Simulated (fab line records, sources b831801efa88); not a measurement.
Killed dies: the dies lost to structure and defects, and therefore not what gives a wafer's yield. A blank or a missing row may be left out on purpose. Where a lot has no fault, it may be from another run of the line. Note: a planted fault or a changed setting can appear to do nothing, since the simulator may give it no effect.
The tool behind it: which one? || flow gf180mcu || 12 lots, 36 wafers sampled, at 5 steps of a route of 602

WHAT THE GAUGES READ, wafer by wafer
The record lacks any reading of a measuring or inspecting step that a usual standard deviation could be used to judge.

WHICH TOOL RAN EACH LOT (tool, then ch and the chambers of the sampled wafers, then the start)
{"lot": "L193", "GF_SAB_COAT_04": "lithoTrack-03 ch 0, day 14 18:00", "GF_SAB_STRIP_13": "plasmaAsher-02 ch 0,1, day 15 05:02", "GF_SALICIDE_RTA_06": "rtpAnneal-02 ch 0, day 15 05:28", "GF_CONTACT_ETCH_16": "rieDiel-03 ch 0,1,3, day 16 03:57", "GF_M1_SPUTTER_00": "pvdSputter-04, day 16 05:06"}
{"lot": "L194", "GF_SAB_COAT_04": "lithoTrack-02 ch 0, day 15 02:10", "GF_SAB_STRIP_13": "plasmaAsher-02 ch 0,1, day 15 13:42", "GF_SALICIDE_RTA_06": "rtpAnneal-02 ch 0, day 15 14:08", "GF_CONTACT_ETCH_16": "rieDiel-01 ch 0,1,3, day 16 12:49", "GF_M1_SPUTTER_00": "pvdSputter-01, day 16 13:57"}
{"lot": "L196", "GF_SAB_COAT_04": "lithoTrack-04 ch 0, day 15 22:16", "GF_SAB_STRIP_13": "plasmaAsher-02 ch 0,1, day 16 09:46", "GF_SALICIDE_RTA_06": "rtpAnneal-02 ch 0, day 16 10:13", "GF_CONTACT_ETCH_16": "rieDiel-03 ch 0,1,3, day 17 10:04", "GF_M1_SPUTTER_00": "pvdSputter-01, day 17 11:12"}
{"lot": "L197", "GF_SAB_COAT_04": "lithoTrack-02 ch 0, day 16 02:49", "GF_SAB_STRIP_13": "plasmaAsher-04 ch 0,1, day 16 14:46", "GF_SALICIDE_RTA_06": "rtpAnneal-02 ch 0, day 16 15:11", "GF_CONTACT_ETCH_16": "rieDiel-02 ch 0,1,3, day 17 15:19", "GF_M1_SPUTTER_00": "pvdSputter-03, day 17 16:28"}
{"lot": "L198", "GF_SAB_COAT_04": "lithoTrack-04 ch 0, day 16 14:19", "GF_SAB_STRIP_13": "plasmaAsher-02 ch 1, day 17 02:07", "GF_SALICIDE_RTA_06": "rtpAnneal-02 ch 0, day 17 02:33", "GF_CONTACT_ETCH_16": "rieDiel-03 ch 1,2,3, day 18 03:33", "GF_M1_SPUTTER_00": "pvdSputter-04, day 18 04:42"}
{"lot": "L202", "GF_SAB_COAT_04": "lithoTrack-04 ch 0, day 17 19:58", "GF_SAB_STRIP_13": "plasmaAsher-02 ch 0,1, day 18 07:20", "GF_SALICIDE_RTA_06": "rtpAnneal-02 ch 0, day 18 07:46", "GF_CONTACT_ETCH_16": "rieDiel-03 ch 0,1,2, day 19 09:16", "GF_M1_SPUTTER_00": "pvdSputter-01, day 19 10:25"}
{"lot": "L203", "GF_SAB_COAT_04": "lithoTrack-03 ch 0, day 18 09:45", "GF_SAB_STRIP_13": "plasmaAsher-04 ch 1, day 18 22:25", "GF_SALICIDE_RTA_06": "rtpAnneal-01 ch 0, day 18 22:51", "GF_CONTACT_ETCH_16": "rieDiel-02 ch 0,2,3, day 19 23:48", "GF_M1_SPUTTER_00": "pvdSputter-04, day 20 00:57"}
{"lot": "L205", "GF_SAB_COAT_04": "lithoTrack-04 ch 0, day 19 00:52", "GF_SAB_STRIP_13": "plasmaAsher-02 ch 0,1, day 19 13:43", "GF_SALICIDE_RTA_06": "rtpAnneal-02 ch 0, day 19 14:10", "GF_CONTACT_ETCH_16": "rieDiel-01 ch 0,3, day 20 15:43", "GF_M1_SPUTTER_00": "pvdSputter-04, day 20 16:58"}
{"lot": "L212", "GF_SAB_COAT_04": "lithoTrack-03 ch 0, day 21 09:28", "GF_SAB_STRIP_13": "plasmaAsher-01 ch 0,1, day 21 22:24", "GF_SALICIDE_RTA_06": "rtpAnneal-01 ch 0, day 21 22:54", "GF_CONTACT_ETCH_16": "rieDiel-01 ch 0,1,2, day 22 22:10", "GF_M1_SPUTTER_00": "pvdSputter-01, day 22 23:19"}
{"lot": "L213", "GF_SAB_COAT_04": "lithoTrack-03 ch 0, day 21 20:16", "GF_SAB_STRIP_13": "plasmaAsher-02 ch 0, day 22 08:23", "GF_SALICIDE_RTA_06": "rtpAnneal-01 ch 0, day 22 08:49", "GF_CONTACT_ETCH_16": "rieDiel-01 ch 0,1,2, day 23 07:55", "GF_M1_SPUTTER_00": "pvdSputter-01, day 23 09:04"}
{"lot": "L214", "GF_SAB_COAT_04": "lithoTrack-04 ch 0, day 22 06:32", "GF_SAB_STRIP_13": "plasmaAsher-01 ch 0,1, day 22 20:25", "GF_SALICIDE_RTA_06": "rtpAnneal-02 ch 0, day 22 20:50", "GF_CONTACT_ETCH_16": "rieDiel-01 ch 0,1, day 23 20:45", "GF_M1_SPUTTER_00": "pvdSputter-04, day 23 21:53"}
{"lot": "L216", "GF_SAB_COAT_04": "lithoTrack-02 ch 0, day 22 19:31", "GF_SAB_STRIP_13": "plasmaAsher-02 ch 0,1, day 23 06:50", "GF_SALICIDE_RTA_06": "rtpAnneal-02 ch 0, day 23 07:15", "GF_CONTACT_ETCH_16": "rieDiel-03 ch 2,3, day 24 06:42", "GF_M1_SPUTTER_00": "pvdSputter-03, day 24 07:56"}
- GF_SAB_COAT_04: resist thk 1000 nm.
- GF_SAB_STRIP_13: strips in O2/N2.
- GF_SALICIDE_RTA_06: time 30 s.
- GF_CONTACT_ETCH_16: etches BARC in N2/H2.
- GF_M1_SPUTTER_00: material Ti, target thk 37.5 nm, time 150 s.

AS READ BY THE TOOLS THEMSELVES (means over the sampled wafers that have a number; for cases with no such wafer, the mark the record gives instead)
GF_SAB_COAT_04.
{"lot": "L193", "tool": "lithoTrack-03", "exhaustPa (Pa)": 45.8}
{"lot": "L194", "tool": "lithoTrack-02", "exhaustPa (Pa)": 45.0}
{"lot": "L196", "tool": "lithoTrack-04", "exhaustPa (Pa)": 45.6}
{"lot": "L197", "tool": "lithoTrack-02", "exhaustPa (Pa)": 45.3}
{"lot": "L198", "tool": "lithoTrack-04", "exhaustPa (Pa)": 44.7}
{"lot": "L202", "tool": "lithoTrack-04", "exhaustPa (Pa)": 44.3}
{"lot": "L203", "tool": "lithoTrack-03", "exhaustPa (Pa)": 45.1}
{"lot": "L205", "tool": "lithoTrack-04", "exhaustPa (Pa)": 43.7}
{"lot": "L212", "tool": "lithoTrack-03", "exhaustPa (Pa)": 45.1}
{"lot": "L213", "tool": "lithoTrack-03", "exhaustPa (Pa)": 44.6}
{"lot": "L214", "tool": "lithoTrack-04", "exhaustPa (Pa)": 46.4}
{"lot": "L216", "tool": "lithoTrack-02", "exhaustPa (Pa)": 44.0}

GF_SAB_STRIP_13.
{"lot": "L193", "tool": "plasmaAsher-02", "drypumpMotorCurrentA (A)": 5.6, "heaterPowerW (W)": 342, "oesProductAu (a.u.)": 0.709, "stripTimeToEndpointS (s)": 12.63}
{"lot": "L194", "tool": "plasmaAsher-02", "drypumpMotorCurrentA (A)": 5.2, "heaterPowerW (W)": 335, "oesProductAu (a.u.)": 0.707, "stripTimeToEndpointS (s)": 12.61}
{"lot": "L196", "tool": "plasmaAsher-02", "drypumpMotorCurrentA (A)": 5.6, "heaterPowerW (W)": 337, "oesProductAu (a.u.)": 0.716, "stripTimeToEndpointS (s)": 12.64}
{"lot": "L197", "tool": "plasmaAsher-04", "drypumpMotorCurrentA (A)": 5.6, "heaterPowerW (W)": 341, "oesProductAu (a.u.)": 0.711, "stripTimeToEndpointS (s)": 12.61}
{"lot": "L198", "tool": "plasmaAsher-02", "drypumpMotorCurrentA (A)": 4.8, "heaterPowerW (W)": 331, "oesProductAu (a.u.)": 0.711, "stripTimeToEndpointS (s)": 12.67}
{"lot": "L202", "tool": "plasmaAsher-02", "drypumpMotorCurrentA (A)": 5.6, "heaterPowerW (W)": 333, "oesProductAu (a.u.)": 0.716, "stripTimeToEndpointS (s)": 12.69}
{"lot": "L203", "tool": "plasmaAsher-04", "drypumpMotorCurrentA (A)": 6.1, "heaterPowerW (W)": 351, "oesProductAu (a.u.)": 0.708, "stripTimeToEndpointS (s)": 12.71}
{"lot": "L205", "tool": "plasmaAsher-02", "drypumpMotorCurrentA (A)": 5.2, "heaterPowerW (W)": 323, "oesProductAu (a.u.)": 0.710, "stripTimeToEndpointS (s)": 12.64}
{"lot": "L212", "tool": "plasmaAsher-01", "drypumpMotorCurrentA (A)": 5.5, "heaterPowerW (W)": 324, "oesProductAu (a.u.)": 0.709, "stripTimeToEndpointS (s)": 12.91}
{"lot": "L213", "tool": "plasmaAsher-02", "drypumpMotorCurrentA (A)": 5.9, "heaterPowerW (W)": 326, "oesProductAu (a.u.)": 0.711, "stripTimeToEndpointS (s)": 12.84}
{"lot": "L214", "tool": "plasmaAsher-01", "drypumpMotorCurrentA (A)": 5.4, "heaterPowerW (W)": 325, "oesProductAu (a.u.)": 0.706, "stripTimeToEndpointS (s)": 12.65}
{"lot": "L216", "tool": "plasmaAsher-02", "drypumpMotorCurrentA (A)": 5.6, "heaterPowerW (W)": 323, "oesProductAu (a.u.)": 0.707, "stripTimeToEndpointS (s)": 12.67}

GF_SALICIDE_RTA_06.
{"lot": "L193", "tool": "rtpAnneal-02", "lampPowerPct (%)": 6.31, "wafer_temp_C_max": 532.6}
{"lot": "L194", "tool": "rtpAnneal-02", "lampPowerPct (%)": 6.31, "wafer_temp_C_max": 532.9}
{"lot": "L196", "tool": "rtpAnneal-02", "lampPowerPct (%)": 6.31, "wafer_temp_C_max": 532.2}
{"lot": "L197", "tool": "rtpAnneal-02", "lampPowerPct (%)": 6.31, "wafer_temp_C_max": 533.1}
{"lot": "L198", "tool": "rtpAnneal-02", "lampPowerPct (%)": 6.31, "wafer_temp_C_max": 532.8}
{"lot": "L202", "tool": "rtpAnneal-02", "lampPowerPct (%)": 6.30, "wafer_temp_C_max": 532.3}
{"lot": "L203", "tool": "rtpAnneal-01", "lampPowerPct (%)": 6.51, "wafer_temp_C_max": 532.1}
{"lot": "L205", "tool": "rtpAnneal-02", "lampPowerPct (%)": 6.31, "wafer_temp_C_max": 532.6}
{"lot": "L212", "tool": "rtpAnneal-01", "lampPowerPct (%)": 6.52, "wafer_temp_C_max": 533.1}
{"lot": "L213", "tool": "rtpAnneal-01", "lampPowerPct (%)": 6.51, "wafer_temp_C_max": 531.9}
{"lot": "L214", "tool": "rtpAnneal-02", "lampPowerPct (%)": 6.31, "wafer_temp_C_max": 533.5}
{"lot": "L216", "tool": "rtpAnneal-02", "lampPowerPct (%)": 6.31, "wafer_temp_C_max": 532.5}

GF_CONTACT_ETCH_16.
{"lot": "L193", "tool": "rieDiel-03", "drypumpMotorCurrentA (A)": 5.6, "oesProductAu (a.u.)": 0.853, "rfFwdPowerW (W)": 495.0, "throttleValvePct (%)": 13.236}
{"lot": "L194", "tool": "rieDiel-01", "drypumpMotorCurrentA (A)": 5.9, "oesProductAu (a.u.)": 0.851, "rfFwdPowerW (W)": 496.0, "throttleValvePct (%)": 13.224}
{"lot": "L196", "tool": "rieDiel-03", "drypumpMotorCurrentA (A)": 5.6, "oesProductAu (a.u.)": 0.856, "rfFwdPowerW (W)": 496.0, "throttleValvePct (%)": 13.230}
{"lot": "L197", "tool": "rieDiel-02", "drypumpMotorCurrentA (A)": 5.7, "oesProductAu (a.u.)": 0.853, "rfFwdPowerW (W)": 494.2, "throttleValvePct (%)": 13.230}
{"lot": "L198", "tool": "rieDiel-03", "drypumpMotorCurrentA (A)": 5.5, "oesProductAu (a.u.)": 0.855, "rfFwdPowerW (W)": 495.1, "throttleValvePct (%)": 13.226}
{"lot": "L202", "tool": "rieDiel-03", "drypumpMotorCurrentA (A)": 5.4, "oesProductAu (a.u.)": 0.855, "rfFwdPowerW (W)": 495.7, "throttleValvePct (%)": 13.224}
{"lot": "L203", "tool": "rieDiel-02", "drypumpMotorCurrentA (A)": 5.9, "oesProductAu (a.u.)": 0.855, "rfFwdPowerW (W)": 495.1, "throttleValvePct (%)": 13.220}
{"lot": "L205", "tool": "rieDiel-01", "drypumpMotorCurrentA (A)": 6.0, "oesProductAu (a.u.)": 0.856, "rfFwdPowerW (W)": 491.5, "throttleValvePct (%)": 13.222}
{"lot": "L212", "tool": "rieDiel-01", "drypumpMotorCurrentA (A)": 5.7, "oesProductAu (a.u.)": 0.855, "rfFwdPowerW (W)": 496.6, "throttleValvePct (%)": 13.234}
{"lot": "L213", "tool": "rieDiel-01", "drypumpMotorCurrentA (A)": 5.7, "oesProductAu (a.u.)": 0.853, "rfFwdPowerW (W)": 496.0, "throttleValvePct (%)": 13.214}
{"lot": "L214", "tool": "rieDiel-01", "drypumpMotorCurrentA (A)": 5.7, "oesProductAu (a.u.)": 0.848, "rfFwdPowerW (W)": 497.1, "throttleValvePct (%)": 13.222}
{"lot": "L216", "tool": "rieDiel-03", "drypumpMotorCurrentA (A)": 5.7, "oesProductAu (a.u.)": 0.850, "rfFwdPowerW (W)": 497.1, "throttleValvePct (%)": 13.221}

GF_M1_SPUTTER_00.
{"lot": "L193", "tool": "pvdSputter-04", "throttleValvePct (%)": 29.6}
{"lot": "L194", "tool": "pvdSputter-01", "throttleValvePct (%)": 30.2}
{"lot": "L196", "tool": "pvdSputter-01", "throttleValvePct (%)": 30.1}
{"lot": "L197", "tool": "pvdSputter-03", "throttleValvePct (%)": 30.9}
{"lot": "L198", "tool": "pvdSputter-04", "throttleValvePct (%)": 30.5}
{"lot": "L202", "tool": "pvdSputter-01", "throttleValvePct (%)": 29.9}
{"lot": "L203", "tool": "pvdSputter-04", "throttleValvePct (%)": 29.8}
{"lot": "L205", "tool": "pvdSputter-04", "throttleValvePct (%)": 29.5}
{"lot": "L212", "tool": "pvdSputter-01", "throttleValvePct (%)": 29.5}
{"lot": "L213", "tool": "pvdSputter-01", "throttleValvePct (%)": 29.7}
{"lot": "L214", "tool": "pvdSputter-04", "throttleValvePct (%)": 30.1}
{"lot": "L216", "tool": "pvdSputter-03", "throttleValvePct (%)": 29.9}

THE ANSWER, worked out from the rows above alone
Rule: usual is defined by the lots themselves. Put in order of their means at a reading, lots are off if they are a third of the lots or fewer, leave a main group of 4 or more, and stand apart from it by a gap of 3 or more times the standard deviation of the main group's means; of several such gaps the widest counts. Not used: any main group whose means are identical at the precision the tables above print for the reading. A lot without any number at a reading at which 4 lots or more have one is off too. The other lots that the step has rows for count as sound. Order of review: gauges by route order, followed by the tools' own readings, for which a lot's mean as printed above is used. The first step at which some lot is off is used, and at that step the reading that is off furthest; a lot without a number counts as furthest.
Off, at GF_SAB_STRIP_13 on stripTimeToEndpointS: L212, L213. The main group: mean 12.65 s, standard deviation 0.031.
A tool fits if, at that step or a process step before it, it ran every lot that is off, and no sound lot after the first of them. One fits: lithoTrack-03 at GF_SAB_COAT_04. Its last sound lot is L203 (day 18 09:45), its first lot that is off L212 (day 21 09:28): a fault that began between those two fits.

WHAT HAD BEEN PUT IN BY THE SIMULATOR
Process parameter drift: lithoTrack-03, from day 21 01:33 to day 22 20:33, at GF_SAB_COAT_04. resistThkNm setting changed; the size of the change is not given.
Lots struck among those shown: L212, L213. The rule above found the same.
